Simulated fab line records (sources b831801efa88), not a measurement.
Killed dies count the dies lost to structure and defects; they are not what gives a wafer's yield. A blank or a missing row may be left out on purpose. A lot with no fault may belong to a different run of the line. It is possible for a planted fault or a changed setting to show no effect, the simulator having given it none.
Matching of chambers || flow sky130 || 4 sister chambers for SKY_CONTACT_CMP_27 on cmp-01
The step polishes, stops on SiO2, t overpolish 15 s, target thk 0 nm. 4 wafers are shown with their chamber, then 12 later ones without.

== WAFERS, EACH WITH ITS CHAMBER ==
{"wafer": "L083.1", "chamber": 2, "motor-current-A (A)": 11.6}
{"wafer": "L086.2", "chamber": 0, "motor-current-A (A)": 10.2}
{"wafer": "L086.3", "chamber": 1, "motor-current-A (A)": 12.1}
{"wafer": "L086.4", "chamber": 3, "motor-current-A (A)": 10.2}

== WAFERS MISSING THEIR CHAMBER ==
{"wafer": "L092.1", "motor-current-A (A)": 12.2}
{"wafer": "L092.3", "motor-current-A (A)": 10.2}
{"wafer": "L092.6", "motor-current-A (A)": 11.4}
{"wafer": "L090.2", "motor-current-A (A)": 10.3}
{"wafer": "L090.3", "motor-current-A (A)": 10.6}
{"wafer": "L090.5", "motor-current-A (A)": 10.0}
{"wafer": "L093.3", "motor-current-A (A)": 10.1}
{"wafer": "L093.5", "motor-current-A (A)": 11.0}
{"wafer": "L093.6", "motor-current-A (A)": 12.3}
{"wafer": "L095.1", "motor-current-A (A)": 9.8}
{"wafer": "L095.5", "motor-current-A (A)": 9.9}
{"wafer": "L095.6", "motor-current-A (A)": 12.1}

== THE CHAMBER EACH PASSED THROUGH ==
{"wafer": "L092.1", "from the rows above": "can't be placed: 1 or 2", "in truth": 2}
{"wafer": "L092.3", "from the rows above": "can't be placed: 0 or 3", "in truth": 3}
{"wafer": "L092.6", "from the rows above": "can't be placed: 2 or 1", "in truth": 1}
{"wafer": "L090.2", "from the rows above": "can't be placed: 0 or 3", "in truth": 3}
{"wafer": "L090.3", "from the rows above": "can't be placed: 0 or 3", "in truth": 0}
{"wafer": "L090.5", "from the rows above": "can't be placed: 0 or 3", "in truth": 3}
{"wafer": "L093.3", "from the rows above": "can't be placed: 0 or 3", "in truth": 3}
{"wafer": "L093.5", "from the rows above": "can't be placed: 2 or 0 or 3 or 1", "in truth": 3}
{"wafer": "L093.6", "from the rows above": "can't be placed: 1 or 2", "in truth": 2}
{"wafer": "L095.1", "from the rows above": "can't be placed: 0 or 3", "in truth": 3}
{"wafer": "L095.5", "from the rows above": "can't be placed: 0 or 3", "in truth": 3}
{"wafer": "L095.6", "from the rows above": "can't be placed: 1 or 2", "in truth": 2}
Correct placement for 0 of the 12. Unplaceable from these rows: 12, with the true chamber sitting among the candidates in 12. Placed wrongly: 0.
How it was worked out, from the rows above alone: a wafer's distance from a chamber is the root of the sum, over the readings, of the square of ((its reading less the chamber's mean) divided by the reading's scatter). The wafer belongs to the nearest chamber; if the next one is less than 2 further off, it can't be placed. A chamber's mean is the mean of its shown wafers. The scatter: with one shown wafer a chamber, the root of the mean of the squares of how far each hidden wafer lies from its nearest shown one.
